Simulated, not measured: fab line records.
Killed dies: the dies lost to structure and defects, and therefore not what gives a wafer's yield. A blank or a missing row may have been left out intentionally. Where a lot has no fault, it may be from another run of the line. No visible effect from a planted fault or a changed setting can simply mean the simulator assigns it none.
Problem report in the 8D (eight disciplines) form, filled by code | flow sky130 | the parts of the form that need people (team, actions taken, sign-off) are left out

## 1. PROBLEM STATEMENT
Across 6 wafers from 2 lots, POLY_GATE_CVD_00_THK at SKY_POLY_GATE_THK_MEAS_01 averages 162.4 nm, while fault-free wafers read 181.0 nm with a standard deviation of 1.9. That is -9.8 standard deviations from the usual mean.
The first sign was on wafer L238.2 at day 16 01:37, on filmMetro-04. The record holds 33 wafers of 11 lots with a number at this step. The rule behind "out" and "out of limits": a value lying over 4 standard deviations away from the usual mean. All remaining wafers that have a number are taken as sound.

## 2. WHAT IT IS AND WHAT IT IS NOT
question                    | is                     | is not
which readings at this step | POLY_GATE_CVD_00_THK   | -
which lots                  | L238, L240             | L235, L247, L248, L249, L250, L251, L252, L253, L254
which wafers of those lots  | all that have a number | -
read on which gauges        | filmMetro-04           | filmMetro-01, filmMetro-02
when                        | from day 16 01:37      | up to then (3 sound wafers); but 24 sound wafers of L247, L248, L249, L250, L251, L252, L253, L254 came after

## 3. THE SUSPECTS, EACH WITH WHAT RULES IT OUT
Counting: a tool stays on the suspect list if, at a process step up to the reading, it processed all lots that are out and no sound lot following the first of them.
- the gauge at SKY_POLY_GATE_THK_MEAS_01 has been ruled out. All the wafers that are out were read on filmMetro-04, but those of them that SKY_POLY_GATE_CVD_00 has rows for are out there too, on other tools.
- lpcvd-01 at SKY_POLY_GATE_CVD_00 (deposits poly-Si, target thk 180 nm, time 720 s): ruled out as a lasting fault. Following L238 (day 16 00:25), the first lot on it that is out, the sound lots L247, L248, L249, L250, L251, L252, L253, L254 were run on it.
Left after counting: nothing in the record.

## 4. THE CAUSE (what the simulator had put in)
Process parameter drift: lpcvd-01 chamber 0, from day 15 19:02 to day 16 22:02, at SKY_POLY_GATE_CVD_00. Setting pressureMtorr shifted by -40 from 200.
Counting ruled it out, wrongly: the rule takes a fault to strike every lot that its tool runs from its start on, and this one did not.

## 5. SEQUENCE OF EFFECTS, ordered by route
One row per reading whose mean, taken over the struck wafers that have a number, lies over 3 standard deviations from the usual. Only readings for which the record gives a usual standard deviation are gone through. hours: the time from each lot's start at the first step in this table that gives one to its start at this step, as a median over the lots. sigmas: the change in usual standard deviations.
hours | step                      | reading              | usual       | on struck wafers | change | sigmas
0     | SKY_POLY_GATE_CVD_00      | pressureMtorr        | 200.0 mTorr | 159.8            | -40.2  | -99 or more
1     | SKY_POLY_GATE_THK_MEAS_01 | POLY_GATE_CVD_00_THK | 181.0 nm    | 162.4            | -18.6  | -9.8
63    | SKY_POLY_GATE_ETCH_17     | oesProductAu         | 0.988 a.u.  | 0.922            | -0.066 | -8.1
The process steps in it:
- SKY_POLY_GATE_CVD_00: deposits poly-Si, target thk 180 nm, time 720 s.
- SKY_POLY_GATE_ETCH_17: etches poly-Si in HBr/Cl2, stops on SiO2, target depth 180 nm, time 70.5 s.

## 6. HOW IT WOULD HAVE BEEN CAUGHT EARLIER
Counted from the fault's start at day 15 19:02, it took 7 hours until the first out-of-limits reading at a measuring or inspecting step in this record, taken at day 16 01:37.
At SKY_POLY_GATE_CVD_00, the tool's own readings (pressureMtorr) were out on each struck wafer the step has a row for, so an alarm limit on them would have fired on the first such wafer.
